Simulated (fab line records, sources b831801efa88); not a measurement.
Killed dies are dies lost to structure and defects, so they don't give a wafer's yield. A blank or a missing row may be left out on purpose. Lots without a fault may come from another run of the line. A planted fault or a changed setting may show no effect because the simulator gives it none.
Problem report in the 8D (eight disciplines) form, filled by code | flow sky130 | the parts of the form that need people (team, actions taken, sign-off) are left out

1. THE PROBLEM
time_to_endpoint_s at SKY_VIA2_CMP_24 reads a mean of 55 s on 6 wafers of 2 lots; wafers without a fault read 100 s with a standard deviation of 4.8. That is -9.4 standard deviations from the usual mean.
The step: polishes, stops on SiO2, t overpolish 20 s, target thk 0 nm.
First seen on wafer L126.2, day 42 02:25, on cmp-01. The record holds 36 wafers of 12 lots with a number at this step. Rule for "out", or "out of limits": more than 4 standard deviations from the usual mean. The other wafers with a number count as sound.

2. WHAT IT IS AND WHAT IT IS NOT
question                    | is                     | is not
which readings at this step | time_to_endpoint_s     | motor_current_A, overpolish_run_s
which lots                  | L126, L128             | L111, L112, L113, L114, L115, L116, L118, L119, L129, L131
which wafers of those lots  | all that have a number | -
read on which tools         | cmp-01                 | cmp-02
when                        | from day 42 02:25      | up to then (24 sound wafers); but 6 sound wafers of L129, L131 came after

3. SUSPECTS, AND WHAT RULES EACH OUT
Counting: a tool at a process step up to the reading stays a suspect if it ran every lot that is out and no sound lot after the first of them.
- cmp-01 at SKY_VIA2_CMP_24 (polishes, stops on SiO2, t overpolish 20 s, target thk 0 nm): kept. It ran every lot that is out, first L126 (day 42 02:25), and no sound lot after that; its last sound lot up to then is L119 (day 38 15:10). Its own readings are out on those wafers: time_to_endpoint_s.
Left after counting: cmp-01 at SKY_VIA2_CMP_24.

4. THE CAUSE (what the simulator had put in)
Process parameter drift: cmp-01, from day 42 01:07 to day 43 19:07, at SKY_VIA2_CMP_24. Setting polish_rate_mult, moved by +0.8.
Counting left only this tool.

5. THE CHAIN OF EFFECTS, in route order
Each row: a reading whose mean over the struck wafers that have a number lies more than 3 standard deviations from the usual. Only readings for which the record gives a usual standard deviation are gone through. hours: the time from each lot's start at the first step in this table that gives one to its start at this step, as a median over the lots. sigmas: the change in usual standard deviations.
hours | step            | reading            | usual | on struck wafers | change | sigmas
0     | SKY_VIA2_CMP_24 | time_to_endpoint_s | 100 s | 55               | -45    | -9.4
The process steps in it:
- SKY_VIA2_CMP_24: polishes, stops on SiO2, t overpolish 20 s, target thk 0 nm.

6. WHAT WOULD HAVE CAUGHT IT SOONER
In this record the first reading out of limits was taken at day 42 02:25, 1 hour after the fault began at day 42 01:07.
